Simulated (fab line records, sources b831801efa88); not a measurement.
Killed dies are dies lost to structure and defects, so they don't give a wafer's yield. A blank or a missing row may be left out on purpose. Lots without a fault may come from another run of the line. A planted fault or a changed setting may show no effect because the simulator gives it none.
fab line records | flow sky130
record lots=7 wafers=21 last_day=50
route steps=708 shown LDD_HVP@287 LDD_LDN@289 PAD_OPEN@708
lots that met no fault: from a run of the same line without faults
start_h: hours from the record's first day to the start of the lot's first wafer shown | wait_h: hours since the lot's step before | " the same as in the row above | L1.1+2: a row that stands for several wafers | - no value, or no start given | * or withheld: withheld | < > ~ a bound
route shown NAME@n: a module of which the file shows steps, and the number in the route of the first | usual: mean/standard deviation of fault-free wafers | same: alike in all rows | chamber/n: place in a boat | sites: the reading at each site | _std_site: their standard deviation | _edge_site: outer sites' mean less inner sites' | radius_mm: how far each site lies from the wafer's centre | mask NAME#n: copy n | behind: the tool/chamber that last shaped the wafer | hold: why the lot was held/for how many hours/how that ended | device: the transistor (n, p or np) that didn't switch | end of line: the same wafers' tests at the end of the route | a step without rows: its recipe alone | killed: dies lost to structure and defects at the first sort, not the wafer's yield | map: a wafer's dies, x killed, . not, _ none there
set.NAME: the setting as run; set.NAME@STEP: as run at that earlier step | model.NAME: the simulator's own value behind a step, which no gauge read
lots at some steps of the route; a table a step, a row a wafer
services: from which hour (start_h, from the record's first day; less than 0 if before it) a tool's chamber was out of use, for how many hours, and why
## steps
# step SKY_LDD_HVP_STRIP_09
# recipe chemistry=O2/N2 power_w=1400 pressure_mtorr=1500 platen_temp_c=withheld o2_flow_sccm=3000 n2_flow_sccm=300 overash_fraction=0.5
# usual chamber_pressure_mTorr=1499.9/1.4 drypump_motor_current_A=5.5/0.36 oes_product_au=0.408/0.0042 strip_time_to_endpoint_s=4.135/0.016
# columns lot.wafer tool chamber start_h wait_h chamber_pressure_mTorr drypump_motor_current_A oes_product_au rf_hours_counter_h strip_time_to_endpoint_s
L219.1 plasma_asher-02 0 553.87 0.1 1497.8 5.1 0.400 85 4.140
L219.3 " 0 " " 1499.6 5.2 0.400 - 4.116
L219.4 " 1 " " 1499.3 5.9 0.406 - 4.138
L222.3 plasma_asher-02 1 591.00 0.1 1499.9 5.9 0.408 - 4.141
L222.4 " 0 " " 1499.2 5.1 0.413 - 4.159
L222.6 " 0 " " 1501.2 5.1 0.405 - 4.161
L228.1 plasma_asher-03 1 636.86 0.1 1497.5 6.1 0.406 51 4.155
L228.3 " 0 " " 1500.8 5.7 0.408 - 4.137
L228.4 " 1 " " 1500.6 6.0 0.403 - 4.154
L230.2 plasma_asher-03 1 643.72 0.1 1498.3 6.1 0.402 52 4.164
L230.3 " 1 " " 1497.0 6.1 0.403 - 4.152
L230.6 " 1 " " 1499.0 6.1 0.407 - 4.162
L231.2 plasma_asher-02 1 654.86 0.1 1502.5 5.9 0.407 95 4.150
L231.3 " 1 " " 1499.1 5.9 0.408 - 4.147
L231.4 " 0 " " 1499.5 5.1 0.403 - 4.149
L232.1 plasma_asher-04 0 659.37 0.1 1499.6 5.0 0.410 86 4.151
L232.2 " 1 " " 1499.3 5.7 0.414 86 4.173
L232.3 " 1 " " 1498.8 5.6 0.410 - 4.151
L236.3 plasma_asher-04 1 687.36 0.1 1500.7 5.6 0.413 - 4.133
L236.4 " 0 " " 1499.6 5.1 0.408 - 4.155
L236.5 " 1 " " 1500.0 5.6 0.400 - 4.141
# step SKY_LDD_HVP_TW_MEAS_10
# usual LDD_HVP_TW=459/4.8
# columns lot.wafer tool chamber start_h wait_h LDD_HVP_TW
L219.1 film_metro-03 - 553.97 0.1 452
L219.3 " - " " 456
L219.4 " - " " 453
L222.3 film_metro-02 - 591.09 0.1 463
L222.4 " - " " 461
L222.6 " - " " 462
L228.1 film_metro-02 - 636.96 0.1 464
L228.3 " - " " 465
L228.4 " - " " 465
L230.2 film_metro-02 - 643.83 0.1 465
L230.3 " - " " 465
L230.6 " - " " 467
L231.2 film_metro-03 - 654.97 0.1 455
L231.3 " - " " 453
L231.4 " - " " 456
L232.1 film_metro-04 - 659.47 0.1 457
L232.2 " - " " 455
L232.3 " - " " 458
L236.3 film_metro-04 - 687.44 0.1 458
L236.4 " - " " 457
L236.5 " - " " 457
# step SKY_LDD_LDN_DEHYDRATE_00
# recipe temp_c=200 time_s=60
# step SKY_LDD_LDN_HMDS_01
# recipe prime_time_s=60 prime_temp_c=120
# step SKY_LDD_LDN_COAT_02
# recipe resist=NOVOLAK spin_rpm=3000 resist_thk_nm=1140
# step SKY_LDD_LDN_SOFTBAKE_03
# recipe temp_c=90 time_s=60 resist=NOVOLAK
# step SKY_LDD_LDN_EXPOSE_04
# recipe mask_id=LDNTM na=0.6 source_shape=conventional sigma_outer=0.6 polarization=unpolarized target_cd_nm=700 dose_mj=140
# step SKY_LDD_LDN_PEB_05
# recipe temp_c=withheld time_s=* resist=NOVOLAK
# step SKY_LDD_LDN_DEVELOP_06
# recipe resist=NOVOLAK developer=TMAH develop_time_s=60 dev_temp_c=23
# step SKY_LDD_LDN_OVL_MEAS_07
# usual LDD_LDN_OVL=-0.2/1.1
# columns lot.wafer tool chamber start_h wait_h LDD_LDN_OVL[nm]
L219.1 overlay-02 - 582.94 0.1 -0.1
L219.3 " - " " 1.1
L219.4 " - " " -0.6
L222.3 overlay-02 - 620.19 0.1 0.7
L222.4 " - " " 1.7
L222.6 " - " " 0.9
L228.1 overlay-02 - 665.92 0.1 0.7
L228.3 " - " " 0.4
L228.4 " - " " -0.2
L230.2 overlay-01 - 671.82 0.1 -0.1
L230.3 " - " " -1.4
L230.6 " - " " 0.0
L231.2 overlay-02 - 682.64 0.1 0.0
L231.3 " - " " -0.2
L231.4 " - " " -0.9
L232.1 overlay-01 - 688.03 0.1 -0.7
L232.2 " - " " -0.7
L232.3 " - " " -0.2
L236.3 overlay-01 - 715.60 0.1 -1.1
L236.4 " - " " -0.8
L236.5 " - " " -1.9
# step SKY_LDD_LDN_IMPLANT_08
# recipe species=As energy_kev=15 dose_cm2=1.25e+13 tilt_deg=withheld rotation_deg=23
# step SKY_LDD_LDN_IMPLANT_09
# recipe species=As energy_kev=15 dose_cm2=1.25e+13 tilt_deg=withheld rotation_deg=113
# step SKY_LDD_LDN_IMPLANT_10
# recipe species=As energy_kev=15 dose_cm2=1.25e+13 tilt_deg=withheld rotation_deg=203
# usual dose_ions_cm2=1.2498e+13/1.6e+10 faraday_current_uA=70.6/1.4
# columns lot.wafer tool chamber start_h wait_h dose_ions_cm2 faraday_current_uA
L219.1 implanter-02 0 583.27 0.1 1.2528e+13 70.1
L219.3 " 0 " " 1.251e+13 68.7
L219.4 " 0 " " 1.2518e+13 71.7
L222.3 implanter-03 0 620.57 0.1 1.2505e+13 73.6
L222.4 " 0 " " 1.2513e+13 71.7
L222.6 " 0 " " 1.2506e+13 68.5
L228.1 implanter-02 0 666.25 0.1 1.279e+12 7.6
L228.3 " 0 " " 1.31e+12 7.5
L228.4 " 0 " " 1.301e+12 7.4
L230.2 implanter-02 0 672.18 0.1 1.314e+12 7.4
L230.3 " 0 " " 1.309e+12 7.6
L230.6 " 0 " " 1.303e+12 7.5
L231.2 implanter-03 0 683.00 0.1 1.2519e+13 68.5
L231.3 " 0 " " 1.2516e+13 70.1
L231.4 " 0 " " 1.2514e+13 70.1
L232.1 implanter-02 0 688.37 0.1 1.32e+12 7.4
L232.2 " 0 " " 1.334e+12 7.3
L232.3 " 0 " " 1.326e+12 7.5
L236.3 implanter-03 0 715.97 0.1 1.2479e+13 68.6
L236.4 " 0 " " 1.2485e+13 67.7
L236.5 " 0 " " 1.2482e+13 69.5
# step SKY_LDD_LDN_IMPLANT_11
# recipe species=As energy_kev=15 dose_cm2=1.25e+13 tilt_deg=withheld rotation_deg=293
# step SKY_LDD_LDN_STRIP_12
# recipe chemistry=O2/N2 power_w=1400 pressure_mtorr=1500 platen_temp_c=withheld o2_flow_sccm=3000 n2_flow_sccm=300 overash_fraction=0.5
# usual chamber_pressure_mTorr=1499.9/1.3 drypump_motor_current_A=5.6/0.32 oes_product_au=0.716/0.0039 strip_time_to_endpoint_s=14.17/0.043
# columns lot.wafer tool chamber start_h wait_h chamber_pressure_mTorr drypump_motor_current_A oes_product_au rf_hours_counter_h strip_time_to_endpoint_s
L219.1 plasma_asher-01 0 583.57 0.1 1499.3 5.6 0.712 15 14.19
L219.3 " 1 " " 1500.3 5.2 0.718 - 14.15
L219.4 " 0 " " 1499.3 5.6 0.722 - 14.20
L222.3 plasma_asher-01 0 620.85 0.1 1498.8 5.5 0.712 - 14.16
L222.4 " 1 " " 1502.3 5.2 0.718 - 14.20
L222.6 " 1 " " 1498.4 5.2 0.716 - 14.17
L228.1 plasma_asher-01 1 666.55 0.1 1498.5 5.2 0.715 23 14.14
L228.3 " 0 " " 1501.7 5.5 0.720 - 14.14
L228.4 " 1 " " 1501.9 5.2 0.711 - 14.12
L230.2 plasma_asher-03 1 672.45 0.1 1500.0 6.1 0.717 55 14.19
L230.3 " 1 " " 1499.4 6.1 0.725 - 14.16
L230.6 " 1 " " 1499.9 6.1 0.713 - 14.16
L231.2 plasma_asher-04 0 683.27 0.1 1499.1 5.1 0.714 88 14.12
L231.3 " 0 " " 1500.6 5.1 0.719 - 14.18
L231.4 " 1 " " 1500.4 5.7 0.714 - 14.14
L232.1 plasma_asher-03 0 688.67 0.1 1501.8 5.7 0.722 56 14.07
L232.2 " 1 " " 1499.9 6.1 0.717 56 14.06
L232.3 " 0 " " 1500.3 5.7 0.716 - 14.02
L236.3 plasma_asher-01 1 716.26 0.1 1499.9 5.2 0.716 - 14.19
L236.4 " 0 " " 1501.8 5.6 0.723 - 14.22
L236.5 " 0 " " 1499.0 5.6 0.718 - 14.23
# step SKY_LDD_LDN_TW_MEAS_13
# usual LDD_LDN_TW=1487/12
# columns lot.wafer tool chamber start_h wait_h LDD_LDN_TW
L219.1 film_metro-04 - 583.67 0.1 1478
L219.3 " - " " 1474
L219.4 " - " " 1481
L222.3 film_metro-01 - 620.94 0.1 1482
L222.4 " - " " 1481
L222.6 " - " " 1476
L228.1 film_metro-01 - 666.65 0.1 1370
L228.3 " - " " 1363
L228.4 " - " " 1366
L230.2 film_metro-02 - 672.56 0.1 1389
L230.3 " - " " 1397
L230.6 " - " " 1385
L231.2 film_metro-04 - 683.38 0.1 1490
L231.3 " - " " 1482
L231.4 " - " " 1484
L232.1 film_metro-02 - 688.77 0.1 1393
L232.2 " - " " 1395
L232.3 " - " " 1391
L236.3 film_metro-04 - 716.34 0.1 1483
L236.4 " - " " 1479
L236.5 " - " " 1482
# step SKY_LDD_LDN_CLEAN_14
# recipe chemistry=SC1/SC2 mix=1:4:20 temp_c=70 time_s=150 dry=n2_spin
# step SKY_PAD_OPEN_PROBE_99
# usual killed_at_M0_to_M3=44/7.3 killed_at_M4_up=3.3/1.8 killed_at_contacts=24/5.3 killed_at_front_end=16/5 killed_at_other=0.2/0.51 killed_dies=87/10 killed_open=47/7.5 killed_short=40/6.3
# same gross_dies=492 killed_at_back_side=0
# columns lot.wafer tool chamber start_h wait_h killed_at_M0_to_M3 killed_at_M4_up killed_at_contacts killed_at_front_end killed_at_other killed_dies killed_open killed_short model.etest.tip_sonos.rs_ohm_sq
L219.1 prober-01 - 1121.29 0.1 37 5 28 15 0 85 46 39 2850
L219.3 prober-01 - 1121.39 0.2 36 5 19 10 0 70 42 28 2876
L219.4 prober-01 - 1121.44 0.2 31 1 21 17 0 70 37 33 2993
L222.3 prober-01 - 1142.91 0.2 32 2 31 21 0 86 45 41 2818
L222.4 prober-01 - 1142.96 0.2 46 0 32 19 0 97 54 43 2857
L222.6 prober-01 - 1143.06 0.2 29 5 18 7 0 59 28 31 2833
L228.1 prober-01 - 1175.22 0.1 36 5 22 12 0 75 32 43 3213
L228.3 prober-01 - 1175.32 0.2 47 7 21 9 0 84 43 41 3262
L228.4 prober-01 - 1175.37 0.2 48 2 26 10 0 86 52 34 3222
L230.2 prober-01 - 1177.80 0.1 60 4 14 12 0 90 46 44 3315
L230.3 prober-01 - 1177.85 0.2 49 4 24 11 0 88 44 44 3338
L230.6 prober-01 - 1178.00 0.2 52 1 22 15 0 90 50 40 3368
L231.2 prober-02 - 1182.31 0.1 40 2 29 11 0 82 46 36 2779
L231.3 prober-02 - 1182.36 0.2 45 3 20 16 0 84 48 36 2870
L231.4 prober-02 - 1182.41 0.2 35 9 27 13 0 84 44 40 2903
L232.1 prober-01 - 1189.78 0.1 44 4 35 12 0 95 51 44 3377
L232.2 prober-01 - 1189.83 0.1 51 6 29 24 0 110 62 48 3313
L232.3 prober-01 - 1189.88 0.2 40 5 24 19 0 88 33 55 3350
L236.3 prober-01 - 1202.85 0.2 53 9 21 18 0 101 55 46 2861
L236.4 prober-01 - 1202.90 0.2 43 1 37 13 0 94 57 37 2868
L236.5 prober-01 - 1202.95 0.2 51 2 18 19 1 91 47 44 2869
# killed by level:class
L219.1 CONTACT:geometric_particle:open=10 CONTACT:geometric_particle:short=8 VIA1:geometric_particle:open=7 VIA3:geometric_particle:open=7 LI_CONTACT:geometric_particle:open=6 POLY_GATE:geometric_particle:short=4 METAL1:geometric_particle:short=4 VIA1:geometric_particle:short=4
L219.3 VIA1:geometric_particle:open=11 CONTACT:geometric_particle:open=8 VIA2:geometric_particle:open=7 METAL4:geometric_particle:short=5 LI_CONTACT:geometric_particle:short=4 LI_CONTACT:geometric_particle:open=4 METAL1:geometric_particle:short=4 VIA3:geometric_particle:open=4
L219.4 POLY_GATE:geometric_particle:open=7 CONTACT:geometric_particle:open=7 VIA1:geometric_particle:open=6 CONTACT:geometric_particle:short=5 VIA3:geometric_particle:open=5 METAL1:geometric_particle:short=4 METAL2:geometric_particle:short=3 LI_CONTACT:geometric_particle:open=3
L222.3 CONTACT:geometric_particle:open=10 CONTACT:geometric_particle:short=9 FIELD_ISO:geometric_particle:open=7 LI_CONTACT:geometric_particle:open=7 VIA1:geometric_particle:open=7 LOCAL_INTERCONNECT:geometric_particle:short=4 FIELD_ISO:geometric_particle:short=4 METAL1:geometric_particle:short=4
L222.4 VIA3:geometric_particle:open=10 CONTACT:geometric_particle:open=8 LI_CONTACT:geometric_particle:open=8 CONTACT:geometric_particle:short=8 VIA1:geometric_particle:open=7 VIA2:geometric_particle:open=6 FIELD_ISO:geometric_particle:open=5 METAL2:geometric_particle:short=5
L222.6 VIA1:geometric_particle:open=7 CONTACT:geometric_particle:short=6 VIA2:geometric_particle:open=5 LOCAL_INTERCONNECT:geometric_particle:short=4 METAL1:geometric_particle:short=4 LI_CONTACT:geometric_particle:open=3 CONTACT:geometric_particle:open=3 VIA3:geometric_particle:open=3
L228.1 METAL2:geometric_particle:short=10 CONTACT:geometric_particle:short=7 METAL1:geometric_particle:short=7 CONTACT:geometric_particle:open=6 LI_CONTACT:geometric_particle:open=5 VIA2:geometric_particle:open=5 VIA3:geometric_particle:open=5 FIELD_ISO:geometric_particle:short=3
L228.3 VIA1:geometric_particle:open=11 METAL1:geometric_particle:short=9 LI_CONTACT:geometric_particle:open=8 CONTACT:geometric_particle:open=8 VIA1:geometric_particle:short=7 VIA3:geometric_particle:open=7 METAL4:geometric_particle:short=5 FIELD_ISO:geometric_particle:short=4
L228.4 VIA1:geometric_particle:open=10 VIA3:geometric_particle:open=10 LI_CONTACT:geometric_particle:open=9 VIA1:geometric_particle:short=9 VIA2:geometric_particle:open=7 CONTACT:geometric_particle:open=5 POLY_GATE:geometric_particle:open=4 LI_CONTACT:geometric_particle:short=3
L230.2 VIA1:geometric_particle:open=16 METAL1:geometric_particle:short=10 VIA2:geometric_particle:open=8 CONTACT:geometric_particle:open=6 VIA3:geometric_particle:open=5 VIA1:geometric_particle:short=5 METAL2:geometric_particle:short=5 FIELD_ISO:geometric_particle:short=4
L230.3 VIA1:geometric_particle:open=10 METAL2:geometric_particle:short=8 VIA2:geometric_particle:open=8 CONTACT:geometric_particle:open=7 LI_CONTACT:geometric_particle:open=6 VIA1:geometric_particle:short=6 VIA3:geometric_particle:open=6 METAL1:geometric_particle:short=5
L230.6 VIA1:geometric_particle:open=13 VIA3:geometric_particle:open=8 METAL2:geometric_particle:short=7 METAL1:geometric_particle:short=6 VIA2:geometric_particle:open=6 LI_CONTACT:geometric_particle:short=5 LOCAL_INTERCONNECT:geometric_particle:short=5 CONTACT:geometric_particle:open=5
L231.2 VIA1:geometric_particle:open=11 LI_CONTACT:geometric_particle:open=9 CONTACT:geometric_particle:open=9 CONTACT:geometric_particle:short=7 VIA3:geometric_particle:short=6 FIELD_ISO:geometric_particle:short=4 FIELD_ISO:geometric_particle:open=4 VIA2:geometric_particle:short=4
L231.3 VIA2:geometric_particle:open=12 METAL1:geometric_particle:short=8 LOCAL_INTERCONNECT:geometric_particle:short=7 VIA1:geometric_particle:open=7 FIELD_ISO:geometric_particle:open=6 CONTACT:geometric_particle:open=6 LI_CONTACT:geometric_particle:open=5 METAL2:geometric_particle:short=4
L231.4 CONTACT:geometric_particle:open=12 VIA1:geometric_particle:open=8 VIA3:geometric_particle:open=6 LI_CONTACT:geometric_particle:short=6 LI_CONTACT:geometric_particle:open=5 VIA2:geometric_particle:open=5 METAL4:geometric_particle:short=5 FIELD_ISO:geometric_particle:short=4
L232.1 CONTACT:geometric_particle:open=13 LI_CONTACT:geometric_particle:open=11 VIA1:geometric_particle:open=9 METAL1:geometric_particle:short=8 VIA2:geometric_particle:open=8 METAL2:geometric_particle:short=5 FIELD_ISO:geometric_particle:short=4 CONTACT:geometric_particle:short=4
L232.2 VIA2:geometric_particle:open=14 VIA1:geometric_particle:open=11 FIELD_ISO:geometric_particle:short=10 CONTACT:geometric_particle:open=9 LI_CONTACT:geometric_particle:open=9 LOCAL_INTERCONNECT:geometric_particle:short=8 VIA3:geometric_particle:open=7 METAL2:geometric_particle:short=6
L232.3 METAL1:geometric_particle:short=9 CONTACT:geometric_particle:short=7 POLY_GATE:geometric_particle:short=6 LI_CONTACT:geometric_particle:open=6 METAL2:geometric_particle:short=6 FIELD_ISO:geometric_particle:open=5 FIELD_ISO:geometric_particle:short=5 VIA3:geometric_particle:open=5
L236.3 METAL1:geometric_particle:short=11 VIA1:geometric_particle:open=10 CONTACT:geometric_particle:open=8 VIA3:geometric_particle:open=8 LI_CONTACT:geometric_particle:open=7 FIELD_ISO:geometric_particle:short=6 VIA1:geometric_particle:short=6 VIA2:geometric_particle:open=6
L236.4 CONTACT:geometric_particle:open=20 METAL1:geometric_particle:short=13 VIA2:geometric_particle:open=9 VIA1:geometric_particle:open=7 LI_CONTACT:geometric_particle:open=6 FIELD_ISO:geometric_particle:open=5 LOCAL_INTERCONNECT:geometric_particle:short=5 CONTACT:geometric_particle:short=5
L236.5 METAL1:geometric_particle:short=12 CONTACT:geometric_particle:open=10 VIA3:geometric_particle:open=8 VIA1:geometric_particle:open=7 FIELD_ISO:geometric_particle:short=6 FIELD_ISO:geometric_particle:open=5 POLY_GATE:geometric_particle:short=5 VIA2:geometric_particle:open=5
## services
# columns tool chamber start_h hours kind
implanter-02 - 553.24 4.6 pm
plasma_asher-01 - 559.42 6.5 repair
implanter-03 - 628.96 5.4 repair
plasma_asher-02 - 636.01 2.1 repair
implanter-03 - 640.26 2.5 repair
plasma_asher-01 - 650.34 3.3 repair
plasma_asher-04 - 660.70 3.5 repair
implanter-03 - 666.11 3.0 repair
implanter-03 - 669.73 3.2 pm
plasma_asher-02 - 672.43 3.5 repair
implanter-02 - 681.53 3.3 repair
plasma_asher-04 - 704.86 4.5 repair
## key
first_sign step=SKY_LDD_LDN_IMPLANT_10 reading=dose_ions_cm2 direction=down sigmas=99+ usual=* struck=*
effect step=SKY_LDD_LDN_IMPLANT_10 reading=faraday_current_uA direction=down sigmas=45 usual=70.6 struck=7.5
effect step=SKY_LDD_LDN_TW_MEAS_13 reading=LDD_LDN_TW direction=down sigmas=8.7 usual=1487 struck=1383
model_effect step=SKY_PAD_OPEN_PROBE_99 value=etest.tip_sonos.rs_ohm_sq without=2874 struck=3307
met_at SKY_LDD_LDN_IMPLANT_10
struck_wafers L228.1,L228.3,L228.4,L230.2,L230.3,L230.6,L232.1,L232.2,L232.3
tester_left_out L228,L230,L232
onset_between 583.27 666.25
fault kind=process_parameter_drift tool=implanter-02 chamber=- onset_h=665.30 steps=SKY_LDD_LDN_IMPLANT_10 channel=dose_cm2 offset=* shape=step end_h=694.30 acts_in=* stated=*
# tester_left_out: of these lots the tester's yield and bins aren't shown, on N5 and GAA mostly nor the transistor test; their killed dies are dies lost to structure and defects alone, not to doping, threshold or leakage, so they don't give the yield
